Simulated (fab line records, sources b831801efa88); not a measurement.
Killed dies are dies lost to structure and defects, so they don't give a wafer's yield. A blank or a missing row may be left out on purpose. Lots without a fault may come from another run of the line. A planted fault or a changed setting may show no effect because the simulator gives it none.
Which tool did it? | flow gf180mcu | 13 lots, 39 wafers sampled, at 5 steps of a route of 602

WHAT THE GAUGES READ, wafer by wafer
GF_STI_THK_MEAS_02. Usual: STI_OXIDATION_THK 9.99 nm, standard deviation 0.16.
lot  | measured    | on            | STI_OXIDATION_THK (nm) | flag
L220 | day 1 16:34 | film_metro-02 | 9.75 9.75 9.73         |
L222 | day 2 02:40 | film_metro-01 | 10.02 9.96 10.18       |
L223 | day 2 07:31 | film_metro-01 | 9.75 9.75 9.81         |
L226 | day 2 23:05 | film_metro-01 | 9.82 9.96 9.78         |
L227 | day 3 05:19 | film_metro-02 | 9.96 9.98 9.96         |
L228 | day 3 09:12 | film_metro-03 | 10.07 9.83 9.81        |
L229 | day 3 13:31 | film_metro-03 | 10.06 10.19 10.21      |
L230 | day 3 19:05 | film_metro-02 | 9.89 10.18 10.05       |
L233 | day 4 10:37 | film_metro-02 | 10.06 9.93 10.10       |
L234 | day 4 14:59 | film_metro-01 | 10.01 9.99 9.92        |
L238 | day 5 10:31 | film_metro-02 | 9.97 10.08 9.96        |
L240 | day 5 20:32 | film_metro-02 | 10.20 10.15 10.20      |
L242 | day 6 07:07 | film_metro-03 | 10.16 10.02 10.25      |

GF_VT_IMPLANT_TW_MEAS_10. Usual: VT_IMPLANT_TW 564, standard deviation 4.8.
lot  | measured     | on            | VT_IMPLANT_TW | flag
L220 | day 6 05:47  | film_metro-02 | 558 556 561   |
L222 | day 6 15:59  | film_metro-02 | 558 560 558   |
L223 | day 6 22:56  | film_metro-03 | 557 558 558   |
L226 | day 7 21:51  | film_metro-02 | 561 560 563   |
L227 | day 7 22:02  | film_metro-03 | 563 563 560   |
L228 | day 8 00:44  | film_metro-02 | 562 559 560   |
L229 | day 8 03:32  | film_metro-04 | 567 568 571   |
L230 | day 8 12:08  | film_metro-04 | 575 573 572   |
L233 | day 9 09:17  | film_metro-04 | 573 572 571   |
L234 | day 9 12:02  | film_metro-02 | 561 562 564   |
L238 | day 10 16:39 | film_metro-04 | 586 590 586   | OFF
L240 | day 11 04:52 | film_metro-02 | 579 581 583   | OFF
L242 | day 11 20:24 | film_metro-02 | 566 563 563   |

GF_M3_RS_MEAS_05: measures by four-point-probe. Usual: M3_ALCU_RS 0.0699 ohm/sq, standard deviation 0.0007.
lot  | measured     | on            | M3_ALCU_RS (ohm/sq)  | flag
L220 | day 21 14:32 | film_metro-03 | 0.0700 0.0696 0.0702 |
L222 | day 22 05:06 | film_metro-02 | 0.0701 0.0695 0.0698 |
L223 | day 22 16:48 | film_metro-04 | 0.0691 0.0686 0.0686 |
L226 | day 24 08:47 | film_metro-04 | 0.0710 0.0696 0.0698 |
L227 | day 24 07:41 | film_metro-04 | 0.0692 0.0697 0.0696 |
L228 | day 24 14:14 | film_metro-03 | 0.0707 0.0702 0.0705 |
L229 | day 24 12:28 | film_metro-02 | 0.0692 0.0699 0.0680 |
L230 | day 24 18:11 | film_metro-03 | 0.0704 0.0701 0.0696 |
L233 | day 25 18:51 | film_metro-04 | 0.0697 0.0708 0.0706 |
L234 | day 26 05:28 | film_metro-02 | 0.0700 0.0702 0.0708 |
L238 | day 27 12:46 | film_metro-02 | 0.0694 0.0688 0.0688 |
L240 | day 28 04:05 | film_metro-03 | 0.0695 0.0692 0.0687 |
L242 | day 28 14:01 | film_metro-04 | 0.0697 0.0703 0.0699 |

WHICH TOOL RAN EACH LOT (tool, then ch and the chambers of the sampled wafers, then the start)
lot  | GF_VT_IMPLANT_IMPLANT_08        | GF_V2_ETCH_16
L220 | implanter-03 ch 0, day 6 05:32  | rie_diel-02 ch 0,2, day 21 12:56
L222 | implanter-04 ch 0, day 6 15:44  | rie_diel-03 ch 0,1,3, day 22 03:22
L223 | implanter-04 ch 0, day 6 22:41  | rie_diel-02 ch 1,2,3, day 22 15:13
L226 | implanter-04 ch 0, day 7 21:36  | rie_diel-02 ch 1,3, day 24 07:13
L227 | implanter-04 ch 0, day 7 21:47  | rie_diel-03 ch 0,3, day 24 06:07
L228 | implanter-03 ch 0, day 8 00:31  | rie_diel-01 ch 1,2,3, day 24 12:26
L229 | implanter-04 ch 0, day 8 03:18  | rie_diel-01 ch 1,3, day 24 10:46
L230 | implanter-04 ch 0, day 8 11:53  | rie_diel-03 ch 2,3, day 24 16:28
L233 | implanter-04 ch 0, day 9 09:04  | rie_diel-03 ch 0,1,3, day 25 17:13
L234 | implanter-03 ch 0, day 9 11:47  | rie_diel-03 ch 0,2,3, day 26 03:53
L238 | implanter-04 ch 0, day 10 16:25 | rie_diel-02 ch 0,3, day 27 11:08
L240 | implanter-04 ch 0, day 11 04:38 | rie_diel-03 ch 0,1,3, day 28 02:28
L242 | implanter-02 ch 0, day 11 20:10 | rie_diel-03 ch 0,1,3, day 28 12:22
- GF_VT_IMPLANT_IMPLANT_08
- GF_V2_ETCH_16: etches BARC in N2/H2.

WHAT THE TOOLS THEMSELVES READ (means of the sampled wafers that have a number; where no wafer has one, the mark that the record gives instead)
GF_VT_IMPLANT_IMPLANT_08. Usual: dose_ions_cm2 8.29e+12, standard deviation 9.7e+09; faraday_current_uA 47.0, standard deviation 0.99.
lot  | tool         | dose_ions_cm2 | faraday_current_uA | flag
L220 | implanter-03 | 8.28e+12      | 47.9               |
L222 | implanter-04 | 8.30e+12      | 46.3               |
L223 | implanter-04 | 8.29e+12      | 46.7               |
L226 | implanter-04 | 8.28e+12      | 47.5               |
L227 | implanter-04 | 8.29e+12      | 47.4               |
L228 | implanter-03 | 8.28e+12      | 47.5               |
L229 | implanter-04 | 8.29e+12      | 46.4               |
L230 | implanter-04 | 8.28e+12      | 47.3               |
L233 | implanter-04 | 8.28e+12      | 47.3               |
L234 | implanter-03 | 8.31e+12      | 47.1               |
L238 | implanter-04 | 9.14e+12      | 51.9               | OFF
L240 | implanter-04 | 9.14e+12      | 52.1               | OFF
L242 | implanter-02 | 8.29e+12      | 46.6               |

GF_V2_ETCH_16. Usual: drypump_motor_current_A 5.9 A, standard deviation 0.46; oes_product_au 0.855 a.u., standard deviation 0.0045; throttle_valve_pct 13.226 %, standard deviation 0.0089.
lot  | tool        | drypump_motor_current_A (A) | oes_product_au (a.u.) | throttle_valve_pct (%) | flag
L220 | rie_diel-02 | 5.9                         | 0.858                 | 13.219                 |
L222 | rie_diel-03 | 6.2                         | 0.858                 | 13.225                 |
L223 | rie_diel-02 | 5.5                         | 0.855                 | 13.231                 |
L226 | rie_diel-02 | 5.3                         | 0.859                 | 13.226                 |
L227 | rie_diel-03 | 6.2                         | 0.858                 | 13.234                 |
L228 | rie_diel-01 | 6.3                         | 0.856                 | 13.218                 |
L229 | rie_diel-01 | 6.2                         | 0.861                 | 13.227                 |
L230 | rie_diel-03 | 6.2                         | 0.854                 | 13.222                 |
L233 | rie_diel-03 | 6.1                         | 0.854                 | 13.221                 |
L234 | rie_diel-03 | 6.0                         | 0.858                 | 13.234                 |
L238 | rie_diel-02 | 6.0                         | 0.852                 | 13.232                 |
L240 | rie_diel-03 | 6.1                         | 0.854                 | 13.229                 |
L242 | rie_diel-03 | 6.1                         | 0.859                 | 13.226                 |

THE ANSWER, worked out from the rows above alone
Rule: a lot is off if the mean of its wafers that have a number lies more than 3 standard deviations from the usual mean. A lot without any number at a reading at which 4 lots or more have one is off too. The other lots that the step has rows for count as sound. The gauges are gone through in route order, then the tools' own readings, and for those a lot's mean is taken as printed above. The first step at which some lot is off is used, and at that step the reading that is off furthest; a lot without a number counts as furthest.
Off: L238, L240, at GF_VT_IMPLANT_TW_MEAS_10 (VT_IMPLANT_TW).
A tool fits if, at a process step before that reading, it ran every lot that is off, and no sound lot after the first of them. The gauges at GF_VT_IMPLANT_TW_MEAS_10 aren't tried: what is off there is off at GF_VT_IMPLANT_IMPLANT_08 too, on other tools, and a gauge's error can't cause that. One fits: implanter-04 at GF_VT_IMPLANT_IMPLANT_08. Its last sound lot is L233 (day 9 09:04), its first lot that is off L238 (day 10 16:25): a fault that began between those two fits.
The tool's own readings at GF_VT_IMPLANT_IMPLANT_08 bear it out: on the lots that are off they differ by more than 5 times the standard deviation of the sound lots' means. dose_ions_cm2 reads 9.14e+12 there against 8.29e+12 on the sound lots; faraday_current_uA reads 52.0 there against 47.1 on the sound lots.

WHAT THE SIMULATOR HAD PUT IN
Process parameter drift: implanter-04, from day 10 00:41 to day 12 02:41, at GF_VT_IMPLANT_IMPLANT_08. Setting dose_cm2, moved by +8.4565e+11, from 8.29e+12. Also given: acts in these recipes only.
Lots struck among those shown: L238, L240. The rule above found the same.
